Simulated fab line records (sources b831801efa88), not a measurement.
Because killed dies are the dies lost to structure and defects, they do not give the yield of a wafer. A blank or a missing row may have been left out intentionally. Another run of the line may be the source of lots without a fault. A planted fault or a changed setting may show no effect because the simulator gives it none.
A lot that was struck, set against a sound lot | flow sky130 | 28 out of 708 route steps
Sound: wafers L755.3, L755.5, L755.6. Struck: wafers L765.2, L765.4. (L765.5 of the same lot was not struck and is left out.) The cause comes at the end.
Each step with rows lists, per side, the tool, then ch with its chambers, then its first start. Under that, the readings that differ: sound wafers | struck wafers | difference of the means | sigmas: that difference in standard deviations of wafers without a fault.
alike: a reading whose means differ by less than 2 such deviations, as well as words and numbers matching on both sides. not compared: withheld readings; readings where some wafer has no value; bounds like >300 that might hide an equal value; numbers whose values overlap and for which the record gives no deviation.
The two part at a step that has a row with sigmas, a row that says differs or no value, or rows on one side only. When numbers do not overlap yet have no deviation, they are printed without sigmas and do not part them. A reading missing from all wafers of one side parts the sides only when that side holds two or more wafers.

SKY_PASSIVATION_CVD_00: deposits SiO2, target thk 90 nm.
  sound on pecvd-01 ch 0,2, day 44 16:28; struck on pecvd-01 ch 2, day 47 12:32
  alike: heaterPowerW
SKY_PASSIVATION_THK_MEAS_01:
  sound: filmMetro-03 at day 44 16:31; struck: filmMetro-01 at day 47 12:34
  alike: PASSIVATION_CVD_00_THK
SKY_PASSIVATION_CVD_02: deposits Si3N4, target thk 540 nm.
  sound on pecvd-02 ch 0,1,2, day 44 16:33; struck on pecvd-03 ch 0, day 47 12:37
  alike: heaterPowerW
SKY_PASSIVATION_THK_MEAS_03:
  sound: filmMetro-01 at day 44 16:48; struck: filmMetro-03 at day 47 12:51
  alike: PASSIVATION_CVD_02_THK
then, 7 steps without rows for these wafers: SKY_PASSIVATION_DEHYDRATE_04 (time 60 s); SKY_PASSIVATION_HMDS_05 (prime time 60 s); SKY_PASSIVATION_COAT_06 (resist thk 3000 nm); SKY_PASSIVATION_SOFTBAKE_07; SKY_PASSIVATION_EXPOSE_08 (exposes mask NSM, target cd 3000 nm); SKY_PASSIVATION_PEB_09; SKY_PASSIVATION_DEVELOP_10 (develop time 60 s).
SKY_PASSIVATION_ETCH_11: etches the open film in CF4/O2, stops on AlCu, target depth 725 nm, time 161.1 s.
  sound on rieDiel-02 ch 1,2,3, day 45 13:22; struck on rieDiel-03 ch 0,1, day 48 08:32
  alike: drypumpMotorCurrentA, oesProductAu, throttleValvePct
  not compared: rfHoursCounterH
SKY_PASSIVATION_STRIP_12: strips in O2/N2.
  sound on plasmaAsher-02 ch 0,1, day 45 13:31; struck on plasmaAsher-01 ch 0, day 48 08:38
reading                  | sound       | struck  | difference | sigmas
drypumpMotorCurrentA (A) | 5.0 4.8 5.0 | 6.2 6.2 | +1.3       | +2
  alike: oesProductAu, stripTimeToEndpointS
  not compared: rfHoursCounterH
then, 7 steps without rows for these wafers: SKY_PAD_OPEN_DEHYDRATE_00 (time 60 s); SKY_PAD_OPEN_HMDS_01 (prime time 60 s); SKY_PAD_OPEN_COAT_02 (resist thk 3000 nm); SKY_PAD_OPEN_SOFTBAKE_03; SKY_PAD_OPEN_EXPOSE_04 (exposes mask PDM, target cd 60000 nm); SKY_PAD_OPEN_PEB_05; SKY_PAD_OPEN_DEVELOP_06 (develop time 60 s).
SKY_PAD_OPEN_ETCH_07: etches the open film in CF4/O2, stops on AlCu, target depth 725 nm, time 161.1 s.
  sound on rieDiel-01 ch 0,1, day 46 10:52; struck on rieDiel-04 ch 0, day 49 03:07
  alike: drypumpMotorCurrentA, oesProductAu, throttleValvePct
  not compared: rfHoursCounterH
SKY_PAD_OPEN_STRIP_08: strips in O2/N2.
  sound on plasmaAsher-03 ch 0,1, day 46 11:01; struck on plasmaAsher-03 ch 0,1, day 49 03:14
  alike: drypumpMotorCurrentA, oesProductAu
  not compared: rfHoursCounterH
then, 4 steps without rows for these wafers: SKY_PAD_OPEN_STRIP_09 (strips in post etch residue remover, time 1146 s); SKY_PAD_OPEN_CLEAN_10 (cleans in IPA, time 180 s); SKY_PAD_OPEN_CLEAN_11 (cleans in O3/DIW); SKY_PAD_OPEN_ANNEAL_12.
SKY_PAD_OPEN_BOW_MEAS_13:
  sound: filmMetro-02 at day 46 13:07; struck: filmMetro-02 at day 49 05:20
  alike: PAD_OPEN_BOW
SKY_PAD_OPEN_PROBE_99:
  sound: prober-01 at day 46 13:17; struck: prober-02 at day 49 05:29
reading                               | sound             | struck                                          | difference                   | sigmas
hold                                  | - - -             | awaitDispo/3.4h/release awaitDispo/3.4h/release | no value on the sound wafers | 
defectLimitedYield (%)                | 86.0 85.2 81.1    | 71.3 68.9                                       | -14.0                        | -7
killedAtOther                         | 0 0 0             | 56 62                                           | +59                          | +99 or more
killedDies                            | 69 73 93          | 141 153                                         | +69                          | +7
sort_bin_3_pad_short (%)              | 0 0.6 1.2         | 3.5 4.1                                         | +3.2                         | +7
sort_bin_5_function (%)               | 8.9 8.9 11.4      | 17.3 17.9                                       | +7.9                         | +5
sort_bin_6_memory (%)                 | 5.1 5.3 6.3       | 7.9 9.1                                         | +2.9                         | +3
sortNPass                             | 423 419 399       | 351 339                                         | -69                          | -7
sortYieldPct (%)                      | 86.0 85.2 81.1    | 71.3 68.9                                       | -14.0                        | -7
model.etest.tester.sortNPass          | 423 419 399       | 351 339                                         | -69                          | 
model.etest.tester.sortYieldPct (%)   | 85.98 85.16 81.1  | 71.34 68.9                                      | -13.96                       | 
model.etest.tester.sort_bin_5_pct (%) | 8.943 8.943 11.38 | 17.28 17.89                                     | +7.83                        | 
model.etest.tester.sort_bin_3_pct (%) | 0 0.6098 1.22     | 3.455 4.065                                     | +3.150                       | 
  alike: killed_at_M0_to_M3, killed_at_M4_up, killedAtContacts, killedAtFrontEnd, killedOpen, killedShort

== WHERE THEY PART ==
Last at SKY_PAD_OPEN_PROBE_99 as far as this record goes, first at SKY_PASSIVATION_STRIP_12.

WHY: what the simulator had put in
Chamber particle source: plasmaAsher-01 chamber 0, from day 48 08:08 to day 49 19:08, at SKY_PASSIVATION_STRIP_12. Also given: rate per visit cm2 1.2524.
